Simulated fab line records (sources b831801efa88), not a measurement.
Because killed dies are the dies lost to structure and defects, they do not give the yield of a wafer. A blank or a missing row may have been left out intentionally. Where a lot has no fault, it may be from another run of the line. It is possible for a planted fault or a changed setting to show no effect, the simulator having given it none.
fab line records	flow gf180mcu
record lots=14	wafers=42	last_day=34
route steps=602 shown STI@12 M2@364 V3@443
lots untouched by any fault: they come from a run of this same line in which no faults occurred
start_h: hours from the record's first day to the start of the lot's first wafer shown	wait_h: hours elapsed since this lot's preceding step	" as in the row above	L1.1+2: a single row standing in for several wafers	- no value, or no start was given	* or withheld: withheld	< > ~ a bound
route shown NAME@n: a module of which the file shows steps, and the number in the route of the first	usual: average and standard deviation across the fault-free wafers	same: alike in all rows	chamber/n: place in a boat	sites: per-site readings	_std_site: the values' standard deviation	_edge_site: mean of outer sites minus mean of inner sites	radius_mm: how far each site lies from the wafer's centre	mask NAME#n: copy n	behind: the last tool/chamber to shape the wafer	hold: what put the lot on hold/how long, in hours/how the hold closed	device: the transistor (n, p or np) that didn't switch	end of line: tests of these same wafers at the route's end	step lacking rows: just its recipe	killed: at the first sort, the dies lost to defects and structure; wafer yield is something else	map: the dies of a wafer, with x for killed, . for not killed, _ for no die there
set.NAME: the setting the step ran with; set.NAME@STEP: the setting that earlier step ran with	model.NAME: the simulator's own value behind a step, which no gauge read
the route's steps for a sample of lots (tables are steps, rows are wafers)
services: the hour from which a tool's chamber was out of use, counted from the record's first day as start_h (under 0 if before that day), plus the number of hours and why
## steps
# step GF_STI_DEVELOP_11
# recipe develop_time_s=60	dev_temp_c=21
# usual developer_temp_C=21.00/0.12
lot.wafer	tool	chamber	start_h	wait_h	developer_temp_C
L713.2	litho_track-02	0	25.75	0.2	21.30
L713.4	"	0	"	"	21.18
L713.6	"	0	"	"	21.03
L714.2	litho_track-03	0	31.19	0.2	21.02
L714.4	"	0	"	"	20.96
L714.5	"	0	"	"	21.04
L715.1	litho_track-02	0	35.33	0.2	21.01
L715.2	"	0	"	"	21.07
L715.3	"	0	"	"	20.97
L719.3	litho_track-04	0	56.20	0.1	21.00
L719.5	"	0	"	"	21.05
L719.6	"	0	"	"	20.83
L720.1	litho_track-02	0	60.73	0.2	21.06
L720.2	"	0	"	"	21.14
L720.6	"	0	"	"	21.04
L723.1	litho_track-02	0	77.28	0.2	21.67
L723.2	"	0	"	"	21.68
L723.5	"	0	"	"	21.76
L724.2	litho_track-02	0	81.90	0.2	21.97
L724.3	"	0	"	"	21.79
L724.4	"	0	"	"	21.89
L726.2	litho_track-04	0	91.97	0.2	20.78
L726.3	"	0	"	"	20.70
L726.5	"	0	"	"	20.98
L730.1	litho_track-03	0	114.02	0.2	21.04
L730.2	"	0	"	"	21.15
L730.4	"	0	"	"	21.19
L731.3	litho_track-04	0	119.20	0.1	21.01
L731.5	"	0	"	"	21.13
L731.6	"	0	"	"	20.99
L733.3	litho_track-04	0	128.15	0.1	20.86
L733.5	"	0	"	"	20.90
L733.6	"	0	"	"	20.89
L732.2	litho_track-03	0	128.54	0.2	21.09
L732.3	"	0	"	"	21.03
L732.4	"	0	"	"	21.10
L734.1	litho_track-03	0	138.37	0.2	20.92
L734.2	"	0	"	"	21.06
L734.3	"	0	"	"	21.11
L736.1	litho_track-03	0	144.22	0.2	20.95
L736.5	"	0	"	"	20.87
L736.6	"	0	"	"	21.09
# step GF_M2_SPUTTER_02
# recipe material=AlCu	target_thk_nm=450	power_w=10600	time_s=23.9	chamber_pressure_pa=0.4
# usual throttle_valve_pct=30.1/1.1
lot.wafer	tool	chamber	start_h	wait_h	throttle_valve_pct
L713.2	pvd_sputter-04	-	405.54	0.0	29.1
L713.4	"	-	"	"	28.1
L713.6	"	-	"	"	28.2
L714.2	pvd_sputter-02	-	418.26	0.0	29.5
L714.4	"	-	"	"	31.4
L714.5	"	-	"	"	30.3
L715.1	pvd_sputter-01	-	420.11	0.0	29.2
L715.2	"	-	"	"	29.5
L715.3	"	-	"	"	31.8
L720.1	pvd_sputter-01	-	474.34	0.0	31.3
L720.2	"	-	"	"	31.7
L720.6	"	-	"	"	29.2
L719.3	pvd_sputter-01	-	477.00	0.0	29.0
L719.5	"	-	"	"	29.5
L719.6	"	-	"	"	29.6
L723.1	pvd_sputter-01	-	501.59	0.0	29.8
L723.2	"	-	"	"	29.0
L723.5	"	-	"	"	31.5
L724.2	pvd_sputter-02	-	514.21	0.0	29.4
L724.3	"	-	"	"	29.7
L724.4	"	-	"	"	30.6
L726.2	pvd_sputter-01	-	537.97	0.0	29.6
L726.3	"	-	"	"	31.9
L726.5	"	-	"	"	29.6
L730.1	pvd_sputter-04	-	569.78	0.0	28.7
L730.2	"	-	"	"	29.3
L730.4	"	-	"	"	31.3
L731.3	pvd_sputter-02	-	575.22	0.0	31.6
L731.5	"	-	"	"	29.4
L731.6	"	-	"	"	30.7
L732.2	pvd_sputter-01	-	589.20	0.0	29.0
L732.3	"	-	"	"	31.3
L732.4	"	-	"	"	31.9
L733.3	pvd_sputter-02	-	589.28	0.0	30.4
L733.5	"	-	"	"	31.4
L733.6	"	-	"	"	29.6
L734.1	pvd_sputter-01	-	598.68	0.0	29.4
L734.2	"	-	"	"	28.9
L734.3	"	-	"	"	31.8
L736.1	pvd_sputter-01	-	612.55	0.0	29.8
L736.5	"	-	"	"	31.9
L736.6	"	-	"	"	31.2
# step GF_M2_STRIP_17
# recipe chemistry=O2/N2	power_w=1400	pressure_mtorr=1500	platen_temp_c=250	o2_flow_sccm=3000	n2_flow_sccm=300	overash_fraction=0.5
# usual drypump_motor_current_A=5.6/0.3	heater_power_w=342/20	oes_product_au=0.559/0.0048	strip_time_to_endpoint_s=7.89/0.036
lot.wafer	tool	chamber	start_h	wait_h	drypump_motor_current_A	heater_power_w	oes_product_au	rf_hours_counter_h	strip_time_to_endpoint_s
L713.2	plasma_asher-02	0	430.01	0.1	6.0	357	0.565	76	7.91
L713.4	"	0	"	"	5.9	347	0.558	-	7.98
L713.6	"	1	"	"	5.1	346	0.562	-	7.94
L714.2	plasma_asher-02	0	443.04	0.1	5.9	355	0.557	78	7.91
L714.4	"	1	"	"	5.1	349	0.558	-	7.88
L714.5	"	1	"	"	5.1	338	0.563	-	7.84
L715.1	plasma_asher-03	1	444.64	0.1	5.9	373	0.558	36	7.88
L715.2	"	0	"	"	5.5	316	0.560	36	7.93
L715.3	"	0	"	"	5.5	324	0.556	-	7.91
L720.1	plasma_asher-03	1	498.33	0.1	5.9	367	0.566	42	7.97
L720.2	"	0	"	"	5.5	326	0.561	42	7.95
L720.6	"	1	"	"	5.9	382	0.569	-	7.94
L719.3	plasma_asher-03	0	500.56	0.1	5.5	327	0.560	-	7.88
L719.5	"	0	"	"	5.5	325	0.564	-	7.95
L719.6	"	1	"	"	5.9	379	0.551	-	7.82
L723.1	plasma_asher-04	0	525.66	0.1	5.4	312	0.556	75	7.86
L723.2	"	1	"	"	5.4	332	0.557	75	7.79
L723.5	"	0	"	"	5.4	312	0.554	-	7.83
L724.2	plasma_asher-02	1	537.39	0.1	5.1	345	0.559	87	7.90
L724.3	"	0	"	"	5.9	351	0.566	-	7.91
L724.4	"	1	"	"	5.1	338	0.559	-	7.91
L726.2	plasma_asher-04	0	560.66	0.1	5.4	316	0.557	77	7.90
L726.3	"	0	"	"	5.4	322	0.561	-	7.89
L726.5	"	0	"	"	5.4	309	0.551	-	7.92
L730.1	plasma_asher-03	0	591.63	0.1	5.5	333	0.554	51	7.89
L730.2	"	1	"	"	5.9	365	0.555	51	7.86
L730.4	"	1	"	"	5.9	378	0.553	-	7.88
L731.3	plasma_asher-02	1	595.01	0.1	5.1	337	0.561	-	7.86
L731.5	"	1	"	"	5.1	346	0.559	-	7.94
L731.6	"	0	"	"	5.9	355	0.564	-	7.90
L732.2	plasma_asher-03	0	610.59	0.1	5.5	326	0.555	53	7.86
L732.3	"	1	"	"	5.9	377	0.556	-	7.90
L732.4	"	0	"	"	5.5	325	0.561	-	7.89
L733.3	plasma_asher-04	1	610.94	0.1	5.4	341	0.561	-	7.94
L733.5	"	0	"	"	5.4	324	0.554	-	7.91
L733.6	"	1	"	"	5.4	333	0.564	-	7.86
L734.1	plasma_asher-03	1	619.94	0.1	5.9	371	0.558	55	7.85
L734.2	"	0	"	"	5.5	324	0.555	55	7.86
L734.3	"	1	"	"	5.9	379	0.551	-	7.87
L736.1	plasma_asher-03	1	633.44	0.1	5.9	387	0.561	56	7.93
L736.5	"	0	"	"	5.5	326	0.554	-	7.90
L736.6	"	1	"	"	5.9	370	0.563	-	7.87
# step GF_V3_CD_MEAS_14
# recipe target_cd_nm=260
# usual cd_nm=260.3/1.4
lot.wafer	tool	chamber	start_h	wait_h	cd_nm
L713.2	cd_sem-01	-	506.68	0.1	259.9
L713.4	"	-	"	"	260.6
L713.6	"	-	"	"	259.3
L714.2	cd_sem-01	-	519.17	0.1	261.3
L714.4	"	-	"	"	261.1
L714.5	"	-	"	"	260.5
L715.1	cd_sem-01	-	521.35	0.1	257.9
L715.2	"	-	"	"	259.5
L715.3	"	-	"	"	259.1
L720.1	cd_sem-01	-	570.64	0.1	259.8
L720.2	"	-	"	"	260.4
L720.6	"	-	"	"	260.9
L719.3	cd_sem-02	-	572.26	0.2	260.1
L719.5	"	-	"	"	258.4
L719.6	"	-	"	"	259.2
L723.1	cd_sem-01	-	594.99	0.1	260.6
L723.2	"	-	"	"	259.8
L723.5	"	-	"	"	260.2
L724.2	cd_sem-01	-	609.51	0.2	262.4
L724.3	"	-	"	"	262.2
L724.4	"	-	"	"	261.1
L726.2	cd_sem-02	-	632.66	0.1	261.3
L726.3	"	-	"	"	260.7
L726.5	"	-	"	"	261.2
L730.1	cd_sem-01	-	658.31	0.1	260.6
L730.2	"	-	"	"	260.3
L730.4	"	-	"	"	261.3
L731.3	cd_sem-02	-	661.20	0.1	259.1
L731.5	"	-	"	"	259.3
L731.6	"	-	"	"	259.0
L732.2	cd_sem-01	-	675.36	0.1	259.9
L732.3	"	-	"	"	260.9
L732.4	"	-	"	"	259.8
L733.3	cd_sem-02	-	676.33	0.1	262.4
L733.5	"	-	"	"	262.1
L733.6	"	-	"	"	262.3
L734.1	cd_sem-02	-	683.54	0.1	257.2
L734.2	"	-	"	"	258.1
L734.3	"	-	"	"	258.2
L736.1	cd_sem-01	-	696.84	0.1	257.8
L736.5	"	-	"	"	258.7
L736.6	"	-	"	"	258.1
## services
tool	chamber	start_h	hours	kind
pvd_sputter-02	-	47.19	2.9	repair
plasma_asher-02	-	53.24	2.8	pm
plasma_asher-03	-	95.90	5.1	repair
pvd_sputter-04	-	97.32	2.9	repair
pvd_sputter-01	-	102.95	12.5	repair
plasma_asher-03	-	108.75	9.0	pm
plasma_asher-03	0	108.75	9.0	vent_cycle
plasma_asher-03	1	108.75	9.0	vent_cycle
pvd_sputter-02	-	117.22	1.4	repair
plasma_asher-04	-	191.48	7.8	repair
pvd_sputter-01	-	212.01	4.9	repair
plasma_asher-03	-	341.48	0.4	repair
pvd_sputter-04	-	347.71	1.1	repair
plasma_asher-02	-	354.33	14.6	pm
plasma_asher-02	-	381.77	5.9	repair
plasma_asher-02	-	385.60	1.0	repair
plasma_asher-02	-	415.64	1.5	repair
plasma_asher-03	-	453.67	1.8	repair
plasma_asher-03	-	459.65	2.8	pm
plasma_asher-03	-	515.03	4.0	pm
plasma_asher-03	-	525.35	0.4	repair
plasma_asher-04	-	539.38	8.5	pm
pvd_sputter-04	-	598.78	2.6	repair
pvd_sputter-02	-	607.80	0.9	repair
## key
first_sign step=GF_STI_DEVELOP_11	reading=developer_temp_C	direction=up	sigmas=6.8	usual=*	struck=*
effect none on later readings
met_at GF_STI_DEVELOP_11
struck_lots L723,L724
tester_left_out L723,L724
not_acting_at GF_M2_SPUTTER_02,GF_M2_STRIP_17,GF_V3_CD_MEAS_14
onset_between 60.73 77.28
fault kind=process_parameter_drift	tool=litho_track-02	chamber=-	onset_h=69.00	steps=GF_STI_DEVELOP_11	channel=dev_temp_c	offset=*	shape=step	end_h=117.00	acts_in=*	stated=*
# tester_left_out: of these lots the tester's yield and bins aren't shown, on N5 and GAA mostly nor the transistor test; their killed dies are dies lost to structure and defects alone, not to doping, threshold or leakage, so they don't give the yield
